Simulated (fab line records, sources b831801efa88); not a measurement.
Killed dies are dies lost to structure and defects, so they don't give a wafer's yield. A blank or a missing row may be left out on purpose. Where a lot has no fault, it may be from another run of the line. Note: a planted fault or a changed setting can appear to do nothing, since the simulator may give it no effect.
A sampling plan put to the test || flow sky130 || each of the 48 faults these records tell of, on one fab line, judged from the records of the lots it struck
The line's own looks make up the plan; these are the steps of the route where a gauge or inspection reads the wafer and leaves it unchanged. A look is open to judgement when struck wafers have a number at it and the file gives its usual mean and standard deviation on fault-free wafers. Caught: the struck wafers' mean, at a look after the fault's first step, is 4 or more of those standard deviations (sigma) away from the usual mean. On the tool: the identical test, applied to the tool's own readings at the steps of the fault. A different recipe on the struck wafers counts as caught too, as does a record blank only for those wafers.

## THE FAULTS, as the simulator had put them in
1. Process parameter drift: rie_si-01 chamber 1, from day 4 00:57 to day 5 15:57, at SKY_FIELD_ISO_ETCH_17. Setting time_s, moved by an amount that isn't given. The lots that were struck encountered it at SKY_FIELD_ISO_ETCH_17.
2. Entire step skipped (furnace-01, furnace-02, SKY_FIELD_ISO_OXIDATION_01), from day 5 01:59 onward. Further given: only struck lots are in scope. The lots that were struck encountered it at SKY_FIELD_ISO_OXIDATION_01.
3. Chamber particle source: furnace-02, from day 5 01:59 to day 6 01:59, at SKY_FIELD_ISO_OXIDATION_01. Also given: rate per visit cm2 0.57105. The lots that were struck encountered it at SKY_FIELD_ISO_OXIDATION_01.
4. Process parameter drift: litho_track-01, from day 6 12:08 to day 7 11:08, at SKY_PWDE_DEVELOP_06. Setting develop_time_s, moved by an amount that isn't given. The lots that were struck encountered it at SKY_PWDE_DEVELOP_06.
5. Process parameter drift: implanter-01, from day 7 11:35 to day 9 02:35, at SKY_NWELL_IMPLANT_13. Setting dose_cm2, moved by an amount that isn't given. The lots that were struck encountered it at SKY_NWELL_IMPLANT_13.
6. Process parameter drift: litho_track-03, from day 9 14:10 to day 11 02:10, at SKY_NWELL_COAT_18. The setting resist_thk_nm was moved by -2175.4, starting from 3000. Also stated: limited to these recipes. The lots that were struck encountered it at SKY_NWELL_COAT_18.
7. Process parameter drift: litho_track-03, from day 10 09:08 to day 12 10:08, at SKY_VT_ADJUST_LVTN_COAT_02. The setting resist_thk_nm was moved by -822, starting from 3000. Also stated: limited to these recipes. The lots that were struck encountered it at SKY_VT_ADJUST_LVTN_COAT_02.
8. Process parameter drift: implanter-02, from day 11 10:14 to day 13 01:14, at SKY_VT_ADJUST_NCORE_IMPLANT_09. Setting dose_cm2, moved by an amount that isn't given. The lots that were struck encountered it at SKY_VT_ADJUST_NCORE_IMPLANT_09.
9. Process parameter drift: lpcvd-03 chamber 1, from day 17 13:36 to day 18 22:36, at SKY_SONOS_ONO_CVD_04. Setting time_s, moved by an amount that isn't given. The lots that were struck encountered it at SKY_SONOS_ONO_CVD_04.
10. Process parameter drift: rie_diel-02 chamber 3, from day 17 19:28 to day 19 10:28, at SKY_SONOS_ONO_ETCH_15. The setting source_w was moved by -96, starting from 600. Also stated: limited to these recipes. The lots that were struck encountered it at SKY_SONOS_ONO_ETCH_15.
11. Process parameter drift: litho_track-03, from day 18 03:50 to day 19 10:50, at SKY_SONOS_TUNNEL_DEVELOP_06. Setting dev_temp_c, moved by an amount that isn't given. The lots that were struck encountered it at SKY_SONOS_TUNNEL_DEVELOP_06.
12. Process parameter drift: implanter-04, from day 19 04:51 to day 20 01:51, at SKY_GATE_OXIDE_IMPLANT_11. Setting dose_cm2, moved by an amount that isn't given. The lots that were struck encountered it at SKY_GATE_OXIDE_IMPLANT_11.
13. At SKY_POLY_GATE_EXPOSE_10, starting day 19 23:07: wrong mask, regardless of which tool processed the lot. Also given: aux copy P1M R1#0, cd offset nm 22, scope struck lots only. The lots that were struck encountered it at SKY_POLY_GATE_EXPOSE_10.
14. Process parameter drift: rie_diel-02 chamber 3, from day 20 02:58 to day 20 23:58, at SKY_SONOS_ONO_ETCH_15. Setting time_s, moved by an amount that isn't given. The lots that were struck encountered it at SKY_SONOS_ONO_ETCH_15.
15. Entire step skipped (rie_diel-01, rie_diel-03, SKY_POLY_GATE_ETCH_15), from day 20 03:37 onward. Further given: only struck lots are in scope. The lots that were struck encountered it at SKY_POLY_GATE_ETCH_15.
16. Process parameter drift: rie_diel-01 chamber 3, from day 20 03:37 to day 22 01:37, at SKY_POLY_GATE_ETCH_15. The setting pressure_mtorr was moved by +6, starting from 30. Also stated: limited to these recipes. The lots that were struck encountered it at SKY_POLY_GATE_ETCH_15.
17. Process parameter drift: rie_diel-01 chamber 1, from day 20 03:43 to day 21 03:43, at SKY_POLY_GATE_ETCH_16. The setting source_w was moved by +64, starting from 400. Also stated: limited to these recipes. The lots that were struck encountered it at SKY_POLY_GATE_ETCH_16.
18. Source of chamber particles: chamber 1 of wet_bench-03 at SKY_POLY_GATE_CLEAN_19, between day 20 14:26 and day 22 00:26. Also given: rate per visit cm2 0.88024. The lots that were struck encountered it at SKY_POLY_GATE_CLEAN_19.
19. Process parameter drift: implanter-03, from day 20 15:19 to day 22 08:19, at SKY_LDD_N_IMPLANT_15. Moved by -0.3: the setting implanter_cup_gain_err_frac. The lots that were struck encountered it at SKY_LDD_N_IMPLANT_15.
20. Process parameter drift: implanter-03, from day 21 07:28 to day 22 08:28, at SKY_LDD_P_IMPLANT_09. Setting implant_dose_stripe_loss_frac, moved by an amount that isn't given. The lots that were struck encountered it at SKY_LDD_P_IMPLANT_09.
21. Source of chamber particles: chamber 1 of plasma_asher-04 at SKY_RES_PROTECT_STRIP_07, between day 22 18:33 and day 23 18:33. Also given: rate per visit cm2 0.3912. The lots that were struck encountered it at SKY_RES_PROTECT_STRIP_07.
22. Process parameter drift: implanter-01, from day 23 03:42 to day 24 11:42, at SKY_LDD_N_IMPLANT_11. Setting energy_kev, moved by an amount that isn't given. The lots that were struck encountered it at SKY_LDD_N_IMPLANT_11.
23. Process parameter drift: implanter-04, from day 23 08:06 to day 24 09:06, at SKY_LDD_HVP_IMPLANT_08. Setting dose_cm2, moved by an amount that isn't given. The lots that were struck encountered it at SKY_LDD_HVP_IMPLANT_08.
24. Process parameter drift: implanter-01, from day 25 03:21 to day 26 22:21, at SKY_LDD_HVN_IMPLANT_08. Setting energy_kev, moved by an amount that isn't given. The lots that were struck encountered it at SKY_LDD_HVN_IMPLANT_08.
25. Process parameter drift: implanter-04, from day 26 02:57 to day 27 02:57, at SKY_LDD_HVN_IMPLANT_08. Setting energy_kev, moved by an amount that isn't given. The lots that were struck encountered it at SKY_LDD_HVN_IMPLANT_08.
26. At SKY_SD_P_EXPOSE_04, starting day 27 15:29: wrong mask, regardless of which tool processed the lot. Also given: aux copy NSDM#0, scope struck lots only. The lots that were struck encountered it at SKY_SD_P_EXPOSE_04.
27. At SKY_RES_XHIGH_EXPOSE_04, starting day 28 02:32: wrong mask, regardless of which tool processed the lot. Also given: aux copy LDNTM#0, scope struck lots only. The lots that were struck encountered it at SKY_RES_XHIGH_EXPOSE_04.
28. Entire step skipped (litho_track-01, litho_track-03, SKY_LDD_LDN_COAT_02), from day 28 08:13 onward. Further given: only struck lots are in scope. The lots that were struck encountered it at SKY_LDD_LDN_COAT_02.
29. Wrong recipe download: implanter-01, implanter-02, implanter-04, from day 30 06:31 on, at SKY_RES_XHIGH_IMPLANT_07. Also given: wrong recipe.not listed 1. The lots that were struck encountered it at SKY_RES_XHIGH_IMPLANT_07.
30. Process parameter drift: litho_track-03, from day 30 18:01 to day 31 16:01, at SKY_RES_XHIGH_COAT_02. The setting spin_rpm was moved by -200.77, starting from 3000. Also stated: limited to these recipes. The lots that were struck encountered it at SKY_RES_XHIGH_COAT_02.
31. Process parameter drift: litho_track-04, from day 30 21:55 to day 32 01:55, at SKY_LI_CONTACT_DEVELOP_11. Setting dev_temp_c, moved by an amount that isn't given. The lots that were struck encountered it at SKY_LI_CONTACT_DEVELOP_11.
32. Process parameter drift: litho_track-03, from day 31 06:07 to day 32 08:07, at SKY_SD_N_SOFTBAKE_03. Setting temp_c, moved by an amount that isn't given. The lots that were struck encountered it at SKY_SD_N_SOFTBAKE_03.
33. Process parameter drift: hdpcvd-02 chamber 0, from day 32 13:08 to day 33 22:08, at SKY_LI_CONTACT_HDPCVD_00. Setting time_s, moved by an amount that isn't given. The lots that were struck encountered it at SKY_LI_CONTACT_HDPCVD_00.
34. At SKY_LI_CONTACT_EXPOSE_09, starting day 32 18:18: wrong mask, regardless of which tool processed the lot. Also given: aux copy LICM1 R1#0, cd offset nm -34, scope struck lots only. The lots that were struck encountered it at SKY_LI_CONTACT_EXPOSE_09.
35. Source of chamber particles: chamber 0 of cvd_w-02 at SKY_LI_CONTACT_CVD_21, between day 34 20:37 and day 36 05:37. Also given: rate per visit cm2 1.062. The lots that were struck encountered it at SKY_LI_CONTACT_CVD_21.
36. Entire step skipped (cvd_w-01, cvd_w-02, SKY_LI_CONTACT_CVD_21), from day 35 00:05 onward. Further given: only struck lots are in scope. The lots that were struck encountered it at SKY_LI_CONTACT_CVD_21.
37. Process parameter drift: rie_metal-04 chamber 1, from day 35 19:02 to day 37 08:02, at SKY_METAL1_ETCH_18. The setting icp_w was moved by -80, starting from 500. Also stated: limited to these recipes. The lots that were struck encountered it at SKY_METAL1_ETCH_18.
38. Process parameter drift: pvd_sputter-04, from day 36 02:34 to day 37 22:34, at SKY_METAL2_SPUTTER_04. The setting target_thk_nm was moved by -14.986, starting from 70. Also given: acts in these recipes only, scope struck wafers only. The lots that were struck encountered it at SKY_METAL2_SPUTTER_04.
39. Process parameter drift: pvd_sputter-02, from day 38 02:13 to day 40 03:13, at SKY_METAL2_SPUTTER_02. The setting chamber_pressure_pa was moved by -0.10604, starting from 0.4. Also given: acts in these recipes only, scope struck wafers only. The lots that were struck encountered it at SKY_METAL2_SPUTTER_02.
40. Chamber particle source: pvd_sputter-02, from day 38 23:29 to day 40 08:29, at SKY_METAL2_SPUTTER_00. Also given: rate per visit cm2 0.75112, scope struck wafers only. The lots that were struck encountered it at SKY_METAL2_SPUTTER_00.
41. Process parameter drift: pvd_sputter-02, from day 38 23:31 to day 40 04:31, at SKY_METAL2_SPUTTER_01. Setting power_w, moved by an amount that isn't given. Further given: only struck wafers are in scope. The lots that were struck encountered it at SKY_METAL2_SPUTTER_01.
42. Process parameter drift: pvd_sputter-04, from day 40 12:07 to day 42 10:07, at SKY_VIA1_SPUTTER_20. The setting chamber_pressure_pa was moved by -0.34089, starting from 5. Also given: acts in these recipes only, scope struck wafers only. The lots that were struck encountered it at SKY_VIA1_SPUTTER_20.
43. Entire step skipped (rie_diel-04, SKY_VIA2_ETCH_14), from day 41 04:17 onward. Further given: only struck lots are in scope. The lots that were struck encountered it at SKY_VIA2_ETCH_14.
44. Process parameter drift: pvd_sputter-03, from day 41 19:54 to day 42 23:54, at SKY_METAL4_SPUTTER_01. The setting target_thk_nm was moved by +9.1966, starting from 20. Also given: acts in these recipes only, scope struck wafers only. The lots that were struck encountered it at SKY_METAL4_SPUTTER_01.
45. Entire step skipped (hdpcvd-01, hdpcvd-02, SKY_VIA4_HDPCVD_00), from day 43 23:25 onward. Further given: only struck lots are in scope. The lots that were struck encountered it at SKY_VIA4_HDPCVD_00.
46. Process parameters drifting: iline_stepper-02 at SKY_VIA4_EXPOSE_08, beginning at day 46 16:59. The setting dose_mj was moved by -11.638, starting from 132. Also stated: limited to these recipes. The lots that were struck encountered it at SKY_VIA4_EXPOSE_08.
47. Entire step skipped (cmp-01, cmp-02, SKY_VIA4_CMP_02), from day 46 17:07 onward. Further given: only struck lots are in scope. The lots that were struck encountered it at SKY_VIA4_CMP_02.
48. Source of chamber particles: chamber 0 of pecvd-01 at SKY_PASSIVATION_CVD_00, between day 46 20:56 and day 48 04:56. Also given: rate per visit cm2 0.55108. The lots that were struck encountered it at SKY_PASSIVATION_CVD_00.

## WHAT THE PLAN SAW
{"fault": 1, "on the tool itself": "run_length_s -20 sigma", "first look that catches it": "no look after it can be judged", "reading, sigma": "-", "median hours from its first step to that look": "-", "hours from the fault's start to the first struck lot there": "-", "judged looks passed uncaught": 0}
{"fault": 2, "on the tool itself": "the tool's record is blank for the struck wafers", "first look that catches it": "no look after it can be judged", "reading, sigma": "-", "median hours from its first step to that look": "-", "hours from the fault's start to the first struck lot there": "-", "judged looks passed uncaught": 0}
{"fault": 3, "on the tool itself": "under 2 sigma", "first look that catches it": "no look after it can be judged", "reading, sigma": "-", "median hours from its first step to that look": "-", "hours from the fault's start to the first struck lot there": "-", "judged looks passed uncaught": 0}
{"fault": 4, "on the tool itself": "no reading that can be judged", "first look that catches it": "no look after it can be judged", "reading, sigma": "-", "median hours from its first step to that look": "-", "hours from the fault's start to the first struck lot there": "-", "judged looks passed uncaught": 0}
{"fault": 5, "on the tool itself": "dose_ions_cm2 -99 or beyond sigma", "first look that catches it": "not the one look that can be judged after it", "reading, sigma": "strongest: NWELL_RS at SKY_NWELL_RS_MEAS_29, +3.4", "median hours from its first step to that look": "-", "hours from the fault's start to the first struck lot there": "-", "judged looks passed uncaught": 1}
{"fault": 6, "on the tool itself": "no reading that can be judged", "first look that catches it": "no look after it can be judged", "reading, sigma": "-", "median hours from its first step to that look": "-", "hours from the fault's start to the first struck lot there": "-", "judged looks passed uncaught": 0}
{"fault": 7, "on the tool itself": "under 2 sigma", "first look that catches it": "no look after it can be judged", "reading, sigma": "-", "median hours from its first step to that look": "-", "hours from the fault's start to the first struck lot there": "-", "judged looks passed uncaught": 0}
{"fault": 8, "on the tool itself": "dose_ions_cm2 -99 or beyond sigma", "first look that catches it": "SKY_VT_ADJUST_NCORE_TW_MEAS_11", "reading, sigma": "VT_ADJUST_NCORE_TW -7.6", "median hours from its first step to that look": 0.2, "hours from the fault's start to the first struck lot there": 5, "judged looks passed uncaught": 0}
{"fault": 9, "on the tool itself": "under 2 sigma", "first look that catches it": "SKY_SONOS_ONO_THK_MEAS_05", "reading, sigma": "SONOS_ONO_CVD_04_THK -5.1", "median hours from its first step to that look": 1.3, "hours from the fault's start to the first struck lot there": 6, "judged looks passed uncaught": 0}
{"fault": 10, "on the tool itself": "rf_fwd_power_W -31 sigma", "first look that catches it": "no look after it can be judged", "reading, sigma": "-", "median hours from its first step to that look": "-", "hours from the fault's start to the first struck lot there": "-", "judged looks passed uncaught": 0}
{"fault": 11, "on the tool itself": "developer_temp_C -21 sigma", "first look that catches it": "not the one look that can be judged after it", "reading, sigma": "strongest: cd_nm at SKY_SONOS_TUNNEL_CD_MEAS_07, +2.8", "median hours from its first step to that look": "-", "hours from the fault's start to the first struck lot there": "-", "judged looks passed uncaught": 1}
{"fault": 12, "on the tool itself": "dose_ions_cm2 -99 or beyond sigma", "first look that catches it": "SKY_GATE_OXIDE_TW_MEAS_14", "reading, sigma": "GATE_OXIDE_TW -25", "median hours from its first step to that look": 0.3, "hours from the fault's start to the first struck lot there": 10, "judged looks passed uncaught": 0}
{"fault": 13, "on the tool itself": "under 2 sigma", "first look that catches it": "SKY_POLY_GATE_CD_MEAS_13", "reading, sigma": "cd_nm +13", "median hours from its first step to that look": 14.4, "hours from the fault's start to the first struck lot there": 18, "judged looks passed uncaught": 0}
{"fault": 14, "on the tool itself": "only faintly: oes_product_au +2.0 sigma", "first look that catches it": "no look after it can be judged", "reading, sigma": "-", "median hours from its first step to that look": "-", "hours from the fault's start to the first struck lot there": "-", "judged looks passed uncaught": 0}
{"fault": 15, "on the tool itself": "the tool's record is blank for the struck wafers", "first look that catches it": "no look after it can be judged", "reading, sigma": "-", "median hours from its first step to that look": "-", "hours from the fault's start to the first struck lot there": "-", "judged looks passed uncaught": 0}
{"fault": 16, "on the tool itself": "chamber_pressure_mTorr +99 or beyond sigma", "first look that catches it": "no look after it can be judged", "reading, sigma": "-", "median hours from its first step to that look": "-", "hours from the fault's start to the first struck lot there": "-", "judged looks passed uncaught": 0}
{"fault": 17, "on the tool itself": "rf_fwd_power_W +53 sigma", "first look that catches it": "no look after it can be judged", "reading, sigma": "-", "median hours from its first step to that look": "-", "hours from the fault's start to the first struck lot there": "-", "judged looks passed uncaught": 0}
{"fault": 18, "on the tool itself": "no reading that can be judged", "first look that catches it": "no look after it can be judged", "reading, sigma": "-", "median hours from its first step to that look": "-", "hours from the fault's start to the first struck lot there": "-", "judged looks passed uncaught": 0}
{"fault": 19, "on the tool itself": "beam_on_s +21 sigma", "first look that catches it": "no look after it can be judged", "reading, sigma": "-", "median hours from its first step to that look": "-", "hours from the fault's start to the first struck lot there": "-", "judged looks passed uncaught": 0}
{"fault": 20, "on the tool itself": "no reading that can be judged", "first look that catches it": "SKY_LDD_P_TW_MEAS_11", "reading, sigma": "LDD_P_TW -21", "median hours from its first step to that look": 0.2, "hours from the fault's start to the first struck lot there": 6, "judged looks passed uncaught": 0}
{"fault": 21, "on the tool itself": "under 2 sigma", "first look that catches it": "no look after it can be judged", "reading, sigma": "-", "median hours from its first step to that look": "-", "hours from the fault's start to the first struck lot there": "-", "judged looks passed uncaught": 0}
{"fault": 22, "on the tool itself": "beam_energy_keV -99 or beyond sigma", "first look that catches it": "no look after it can be judged", "reading, sigma": "-", "median hours from its first step to that look": "-", "hours from the fault's start to the first struck lot there": "-", "judged looks passed uncaught": 0}
{"fault": 23, "on the tool itself": "dose_ions_cm2 +99 or beyond sigma", "first look that catches it": "SKY_LDD_HVP_TW_MEAS_10", "reading, sigma": "LDD_HVP_TW +83", "median hours from its first step to that look": 0.2, "hours from the fault's start to the first struck lot there": 7, "judged looks passed uncaught": 0}
{"fault": 24, "on the tool itself": "beam_energy_keV -99 or beyond sigma", "first look that catches it": "SKY_LDD_HVN_TW_MEAS_10", "reading, sigma": "LDD_HVN_TW -12", "median hours from its first step to that look": 0.2, "hours from the fault's start to the first struck lot there": 11, "judged looks passed uncaught": 0}
{"fault": 25, "on the tool itself": "beam_energy_keV +99 or beyond sigma", "first look that catches it": "SKY_LDD_HVN_TW_MEAS_10", "reading, sigma": "LDD_HVN_TW +10", "median hours from its first step to that look": 0.2, "hours from the fault's start to the first struck lot there": 10, "judged looks passed uncaught": 0}
{"fault": 26, "on the tool itself": "under 2 sigma", "first look that catches it": "SKY_SD_P_TW_MEAS_11", "reading, sigma": "SD_P_TW -99 or beyond", "median hours from its first step to that look": 14.8, "hours from the fault's start to the first struck lot there": 17, "judged looks passed uncaught": 0}
{"fault": 27, "on the tool itself": "no reading that can be judged", "first look that catches it": "SKY_RES_XHIGH_TW_MEAS_09", "reading, sigma": "RES_XHIGH_TW -99 or beyond", "median hours from its first step to that look": 15.2, "hours from the fault's start to the first struck lot there": 17, "judged looks passed uncaught": 0}
{"fault": 28, "on the tool itself": "the tool's record is blank for the struck wafers", "first look that catches it": "SKY_RES_XHIGH_TW_MEAS_09", "reading, sigma": "RES_XHIGH_TW +22", "median hours from its first step to that look": 102.4, "hours from the fault's start to the first struck lot there": 104, "judged looks passed uncaught": 0}
{"fault": 29, "on the tool itself": "no reading that can be judged", "first look that catches it": "SKY_RES_XHIGH_TW_MEAS_09", "reading, sigma": "RES_XHIGH_TW -47", "median hours from its first step to that look": 0.2, "hours from the fault's start to the first struck lot there": 6, "judged looks passed uncaught": 0}
{"fault": 30, "on the tool itself": "spin_speed_rpm -91 sigma", "first look that catches it": "no look after it can be judged", "reading, sigma": "-", "median hours from its first step to that look": "-", "hours from the fault's start to the first struck lot there": "-", "judged looks passed uncaught": 0}
{"fault": 31, "on the tool itself": "developer_temp_C +21 sigma", "first look that catches it": "not the one look that can be judged after it", "reading, sigma": "-", "median hours from its first step to that look": "-", "hours from the fault's start to the first struck lot there": "-", "judged looks passed uncaught": 1}
{"fault": 32, "on the tool itself": "heater_power_total_W +60 sigma", "first look that catches it": "no look after it can be judged", "reading, sigma": "-", "median hours from its first step to that look": "-", "hours from the fault's start to the first struck lot there": "-", "judged looks passed uncaught": 0}
{"fault": 33, "on the tool itself": "run_length_s -29 sigma", "first look that catches it": "SKY_LI_CONTACT_THK_MEAS_01", "reading, sigma": "LI_CONTACT_HDPCVD_THK -8.4", "median hours from its first step to that look": 0.1, "hours from the fault's start to the first struck lot there": 8, "judged looks passed uncaught": 0}
{"fault": 34, "on the tool itself": "under 2 sigma", "first look that catches it": "SKY_LI_CONTACT_CD_MEAS_12", "reading, sigma": "cd_nm -19", "median hours from its first step to that look": 13.0, "hours from the fault's start to the first struck lot there": 15, "judged looks passed uncaught": 0}
{"fault": 35, "on the tool itself": "under 2 sigma", "first look that catches it": "no look after it can be judged", "reading, sigma": "-", "median hours from its first step to that look": "-", "hours from the fault's start to the first struck lot there": "-", "judged looks passed uncaught": 0}
{"fault": 36, "on the tool itself": "the tool's record is blank for the struck wafers", "first look that catches it": "SKY_LI_CONTACT_RS_MEAS_22", "reading, sigma": "LI_CONTACT_W_RS +99 or beyond", "median hours from its first step to that look": 0.2, "hours from the fault's start to the first struck lot there": 1, "judged looks passed uncaught": 0}
{"fault": 37, "on the tool itself": "rf_fwd_power_W -44 sigma", "first look that catches it": "no look after it can be judged", "reading, sigma": "-", "median hours from its first step to that look": "-", "hours from the fault's start to the first struck lot there": "-", "judged looks passed uncaught": 0}
{"fault": 38, "on the tool itself": "under 2 sigma", "first look that catches it": "not the one look that can be judged after it", "reading, sigma": "strongest: METAL2_ALCU_THK at SKY_METAL2_THK_MEAS_06, +3.7", "median hours from its first step to that look": "-", "hours from the fault's start to the first struck lot there": "-", "judged looks passed uncaught": 1}
{"fault": 39, "on the tool itself": "chamber_pressure_pa -99 or beyond sigma", "first look that catches it": "SKY_METAL2_RS_MEAS_05", "reading, sigma": "METAL2_ALCU_RS -8.8", "median hours from its first step to that look": 0.1, "hours from the fault's start to the first struck lot there": 2, "judged looks passed uncaught": 0}
{"fault": 40, "on the tool itself": "under 2 sigma", "first look that catches it": "no look after it can be judged", "reading, sigma": "-", "median hours from its first step to that look": "-", "hours from the fault's start to the first struck lot there": "-", "judged looks passed uncaught": 0}
{"fault": 41, "on the tool itself": "cathode_dc_power_W +99 or beyond sigma", "first look that catches it": "no look after it can be judged", "reading, sigma": "-", "median hours from its first step to that look": "-", "hours from the fault's start to the first struck lot there": "-", "judged looks passed uncaught": 0}
{"fault": 42, "on the tool itself": "chamber_pressure_pa -30 sigma", "first look that catches it": "no look after it can be judged", "reading, sigma": "-", "median hours from its first step to that look": "-", "hours from the fault's start to the first struck lot there": "-", "judged looks passed uncaught": 0}
{"fault": 43, "on the tool itself": "the tool's record is blank for the struck wafers", "first look that catches it": "no look after it can be judged", "reading, sigma": "-", "median hours from its first step to that look": "-", "hours from the fault's start to the first struck lot there": "-", "judged looks passed uncaught": 0}
{"fault": 44, "on the tool itself": "under 2 sigma", "first look that catches it": "no look after it can be judged", "reading, sigma": "-", "median hours from its first step to that look": "-", "hours from the fault's start to the first struck lot there": "-", "judged looks passed uncaught": 0}
{"fault": 45, "on the tool itself": "the tool's record is blank for the struck wafers", "first look that catches it": "no look after it can be judged", "reading, sigma": "-", "median hours from its first step to that look": "-", "hours from the fault's start to the first struck lot there": "-", "judged looks passed uncaught": 0}
{"fault": 46, "on the tool itself": "exposure_dose_mJ_cm2 -97 sigma", "first look that catches it": "not the one look that can be judged after it", "reading, sigma": "-", "median hours from its first step to that look": "-", "hours from the fault's start to the first struck lot there": "-", "judged looks passed uncaught": 1}
{"fault": 47, "on the tool itself": "the tool's record is blank for the struck wafers", "first look that catches it": "SKY_VIA4_BOW_MEAS_03", "reading, sigma": "VIA4_BOW +7.2", "median hours from its first step to that look": 0.3, "hours from the fault's start to the first struck lot there": 2, "judged looks passed uncaught": 0}
{"fault": 48, "on the tool itself": "under 2 sigma", "first look that catches it": "none of the 3 looks that can be judged after it", "reading, sigma": "-", "median hours from its first step to that look": "-", "hours from the fault's start to the first struck lot there": "-", "judged looks passed uncaught": 3}
A dash: the fault isn't caught, or these records don't give the number.

Caught at a look: 17 of 48. Caught on the tool: 29 of 48. By one or the other: 36 of 48.
On the tool alone, faults 1, 2, 5, 10, 11, 15, 16, 17, 19, 22, 30, 31, 32, 37, 41, 42, 43, 45, 46 were caught.
Caught at a look alone: faults 9, 13, 20, 26, 27, 29, 34.
Caught by neither: faults 3, 4, 6, 7, 14, 18, 21, 35, 38, 40, 44, 48.

## THINNER SAMPLING
If the look that catches a fault measured only every second or every third lot, by lot number, the first struck lot would be measured this late in the worst case:
{"fault": 8, "struck lots at that look, in order of time": "L601, L604", "every lot": "5 h", "every second lot": "27 h", "every third lot": "may miss all 2"}
{"fault": 9, "struck lots at that look, in order of time": "L233", "every lot": "6 h", "every second lot": "may miss it", "every third lot": "may miss it"}
{"fault": 12, "struck lots at that look, in order of time": "L854, L855", "every lot": "10 h", "every second lot": "17 h", "every third lot": "may miss all 2"}
{"fault": 13, "struck lots at that look, in order of time": "L353", "every lot": "18 h", "every second lot": "may miss it", "every third lot": "may miss it"}
{"fault": 20, "struck lots at that look, in order of time": "L867, L868, L869", "every lot": "6 h", "every second lot": "13 h", "every third lot": "17 h"}
{"fault": 23, "struck lots at that look, in order of time": "L504, L503", "every lot": "7 h", "every second lot": "10 h", "every third lot": "may miss all 2"}
{"fault": 24, "struck lots at that look, in order of time": "L398, L401", "every lot": "11 h", "every second lot": "26 h", "every third lot": "may miss all 2"}
{"fault": 25, "struck lots at that look, in order of time": "L120, L121", "every lot": "10 h", "every second lot": "10 h", "every third lot": "may miss all 2"}
{"fault": 26, "struck lots at that look, in order of time": "L437", "every lot": "17 h", "every second lot": "may miss it", "every third lot": "may miss it"}
{"fault": 27, "struck lots at that look, in order of time": "L683", "every lot": "17 h", "every second lot": "may miss it", "every third lot": "may miss it"}
{"fault": 28, "struck lots at that look, in order of time": "L941, L942", "every lot": "104 h", "every second lot": "115 h", "every third lot": "may miss all 2"}
{"fault": 29, "struck lots at that look, in order of time": "L330, L331, L332, L333", "every lot": "6 h", "every second lot": "13 h", "every third lot": "17 h"}
{"fault": 33, "struck lots at that look, in order of time": "L866, L869", "every lot": "8 h", "every second lot": "30 h", "every third lot": "may miss all 2"}
{"fault": 34, "struck lots at that look, in order of time": "L597", "every lot": "15 h", "every second lot": "may miss it", "every third lot": "may miss it"}
{"fault": 36, "struck lots at that look, in order of time": "L961, L962", "every lot": "1 h", "every second lot": "13 h", "every third lot": "may miss all 2"}
{"fault": 39, "struck lots at that look, in order of time": "L879, L880", "every lot": "2 h", "every second lot": "19 h", "every third lot": "may miss all 2"}
{"fault": 47, "struck lots at that look, in order of time": "L760, L761, L763", "every lot": "2 h", "every second lot": "5 h", "every third lot": "may miss all 3"}
Hours count from the start of the fault until the first struck lot that is measured. The test against the limit of 4 sigma pooled every struck wafer, which means one lot taken alone may stay below that limit. Other struck lots may not be in these records.

## THE LONGEST TIMED WAY FROM STEP TO LOOK
For fault 28, SKY_LDD_LDN_COAT_02 and SKY_RES_XHIGH_TW_MEAS_09 are separated by a median of 102.4 hours. No look between them can be judged.
